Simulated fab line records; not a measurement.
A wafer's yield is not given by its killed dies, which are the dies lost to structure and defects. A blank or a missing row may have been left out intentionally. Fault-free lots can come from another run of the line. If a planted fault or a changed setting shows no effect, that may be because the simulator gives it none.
Chamber matching / flow gf180mcu / GF_V3_CMP_04 on cmp-01: 4 sister chambers
The step polishes SiO2. 8 wafers are shown with their chamber, then 7 later ones without.

== WAFERS, EACH WITH ITS CHAMBER ==
wafer=L856.5; chamber=0; motorCurrentA (A)=11.9; timeToEndpointS (s)=78
wafer=L859.3; chamber=0; motorCurrentA (A)=11.9; timeToEndpointS (s)=73
wafer=L859.4; chamber=1; motorCurrentA (A)=11.1; timeToEndpointS (s)=84
wafer=L860.1; chamber=3; motorCurrentA (A)=14.2; timeToEndpointS (s)=82
wafer=L860.2; chamber=2; motorCurrentA (A)=10.3; timeToEndpointS (s)=81
wafer=L860.4; chamber=1; motorCurrentA (A)=10.9; timeToEndpointS (s)=80
wafer=L865.1; chamber=3; motorCurrentA (A)=13.8; timeToEndpointS (s)=85
wafer=L865.2; chamber=2; motorCurrentA (A)=10.2; timeToEndpointS (s)=81

== WAFERS WITH NO CHAMBER GIVEN ==
wafer=L865.3; motorCurrentA (A)=12.3; timeToEndpointS (s)=73
wafer=L875.3; motorCurrentA (A)=12.0; timeToEndpointS (s)=77
wafer=L875.4; motorCurrentA (A)=11.7; timeToEndpointS (s)=85
wafer=L875.5; motorCurrentA (A)=10.4; timeToEndpointS (s)=81
wafer=L877.1; motorCurrentA (A)=12.1; timeToEndpointS (s)=77
wafer=L877.4; motorCurrentA (A)=9.9; timeToEndpointS (s)=81
wafer=L877.6; motorCurrentA (A)=11.8; timeToEndpointS (s)=82

== CHAMBER TAKEN BY EACH ==
wafer=L865.3; from the rows above=0; in truth=0
wafer=L875.3; from the rows above=0; in truth=0
wafer=L875.4; from the rows above=can't be placed: 0 or 1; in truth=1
wafer=L875.5; from the rows above=2; in truth=2
wafer=L877.1; from the rows above=0; in truth=0
wafer=L877.4; from the rows above=2; in truth=2
wafer=L877.6; from the rows above=0; in truth=0
Correctly placed: 6 of 7. Unplaceable from these rows: 1, with the true chamber sitting among the candidates in 1. Wrongly placed: 0.
How it was worked out, from the rows above alone: a wafer's distance from a chamber is the root of the sum, over the readings, of the square of ((its reading less the chamber's mean) divided by the reading's scatter). If the next closest chamber is less than 2 further off than the closest, the wafer can't be placed; otherwise it belongs to the closest. The mean given for a chamber averages the wafers shown for that chamber. How the scatter is found: for the shown wafers, subtract from each reading the mean of its chamber, square and add these, divide the total by (wafers less chambers), then take the root.
